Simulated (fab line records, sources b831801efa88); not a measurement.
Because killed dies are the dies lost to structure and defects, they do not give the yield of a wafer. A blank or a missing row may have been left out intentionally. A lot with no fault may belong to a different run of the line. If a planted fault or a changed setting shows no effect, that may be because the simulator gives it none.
A lot that was struck, set against a sound lot | flow sky130 | 17 steps out of a route of 708
Sound: these wafers, L696.1, L696.5, L696.6. Struck: wafer L707.3. (L707.2 of the same lot was not struck and is left out.) The cause comes at the end.
Per side, at each step with rows, come the tool, then ch with its chambers, and then its first start. Under that, the readings that differ: sound wafers | struck wafers | difference of the means | sigmas: that difference in standard deviations of wafers without a fault.
alike: a reading whose means differ by less than 2 such deviations, as well as words and numbers matching on both sides. not compared: withheld readings; readings where some wafer has no value; bounds like >300 that might hide an equal value; numbers whose values overlap and for which the record gives no deviation.
Wherever a step has rows on one side only, a row that says differs or no value, or a row with sigmas, the two part there. Non-overlapping numbers with no deviation appear without sigmas and do not part them. A reading that every wafer of one side lacks parts them only if that side has two wafers or more.

first, 3 steps without rows for these wafers: SKY_LI_CONTACT_EXPOSE_09 (exposes mask LICM1, target cd 170 nm); SKY_LI_CONTACT_PEB_10; SKY_LI_CONTACT_DEVELOP_11 (develop time 60 s).
SKY_LI_CONTACT_CD_MEAS_12: the cd target is 170 nm.
  sound on cd-sem-01 at day 33 12:02; struck on cd-sem-01 at day 36 02:41
  reading    | sound             | struck | difference | sigmas
  cd-nm (nm) | 173.6 174.0 174.2 | 169.4  | -4.5       | -3
SKY_LI_CONTACT_OVL_MEAS_13:
  sound on overlay-01 at day 33 12:10; struck on overlay-02 at day 36 02:47
  alike: LI_CONTACT_OVL
SKY_LI_CONTACT_ETCH_14: etches BARC in N2/H2, stops on SiO2, time 45.9 s, target depth 60 nm.
  sound on rie-diel-02 ch 0,1,2, day 33 12:12; struck on rie-diel-04 ch 1, day 36 02:49
  alike: drypump-motor-current-A, oes-product-au, throttle-valve-pct
  not compared: rf-hours-counter-h
then, 1 step without rows for these wafers: SKY_LI_CONTACT_ETCH_15 (etches PSG in C4F8/O2/Ar, stops on Si, target depth 600 nm).
SKY_LI_CONTACT_STRIP_16: strips in O2/N2.
  sound on plasma-asher-01 ch 0,1, day 33 12:19; struck on plasma-asher-03 ch 1, day 36 02:57
  reading               | sound             | struck | difference | sigmas
  oes-product-au (a.u.) | 0.374 0.368 0.375 | 0.383  | +0.011     | +2
  alike: drypump-motor-current-A, strip-time-to-endpoint-s
  not compared: rf-hours-counter-h
then, 2 steps without rows for these wafers: SKY_LI_CONTACT_CLEAN_17 (cleans in NMP, time 600 s); SKY_LI_CONTACT_PRE_CLEAN_18 (time 5.6 s).
SKY_LI_CONTACT_SPUTTER_19: material Ti, target thk 20 nm, time 106.37 s.
  sound on pvd-sputter-04 at day 33 12:37; struck on pvd-sputter-02 at day 36 03:14
  alike: throttle-valve-pct
SKY_LI_CONTACT_SPUTTER_20: material TiN, target thk 20 nm, time 80 s.
  sound on pvd-sputter-04 at day 33 12:41; struck on pvd-sputter-02 at day 36 03:19
  alike: throttle-valve-pct
SKY_LI_CONTACT_CVD_21: deposits W, target thk 400 nm, time 120.56 s.
  sound on cvd-w-01 ch 0,1, day 33 12:45; struck on cvd-w-01 ch 0, day 36 03:23
  reading                                  | sound             | struck | difference | sigmas
  model.W_of_LI_CONTACT_CVD_21.thk-nm (nm) | 396.5 400.8 398.2 | 435.5  | +37.0      |
  alike: heater-power-w
SKY_LI_CONTACT_RS_MEAS_22: a four-point-probe measurement.
  sound on film-metro-03 at day 33 12:53; struck on film-metro-02 at day 36 03:49
  reading                  | sound                | struck | difference | sigmas
  LI_CONTACT_W_RS (ohm/sq) | 0.2882 0.2847 0.2862 | 0.2622 | -0.0242    | -9
  not compared: hold
SKY_LI_CONTACT_THK_MEAS_23: measures by xrf.
  sound on film-metro-03 at day 33 13:00; struck on film-metro-02 at day 36 08:34
  reading               | sound       | struck | difference | sigmas
  LI_CONTACT_W_THK (nm) | 397 406 404 | 435    | +33        | +6
  not compared: hold
SKY_LI_CONTACT_CMP_24: polishes, stops on PSG, t overpolish 20 s, target thk 0 nm.
  sound on cmp-02 ch 1,2,3, day 33 13:13; struck on cmp-02 ch 1, day 36 11:10
  reading | sound | struck                   | difference                   | sigmas
  hold    | - - - | await-dispo/2.5h/release | no value on the sound wafers |
  alike: motor-current-A
next, for these wafers, 1 step has no rows: SKY_PAD_OPEN_PROBE_99.

WHERE THEY PART
Earliest at SKY_LI_CONTACT_CD_MEAS_12; latest, in this record, at SKY_LI_CONTACT_CMP_24.

WHY: whatever the simulator had introduced
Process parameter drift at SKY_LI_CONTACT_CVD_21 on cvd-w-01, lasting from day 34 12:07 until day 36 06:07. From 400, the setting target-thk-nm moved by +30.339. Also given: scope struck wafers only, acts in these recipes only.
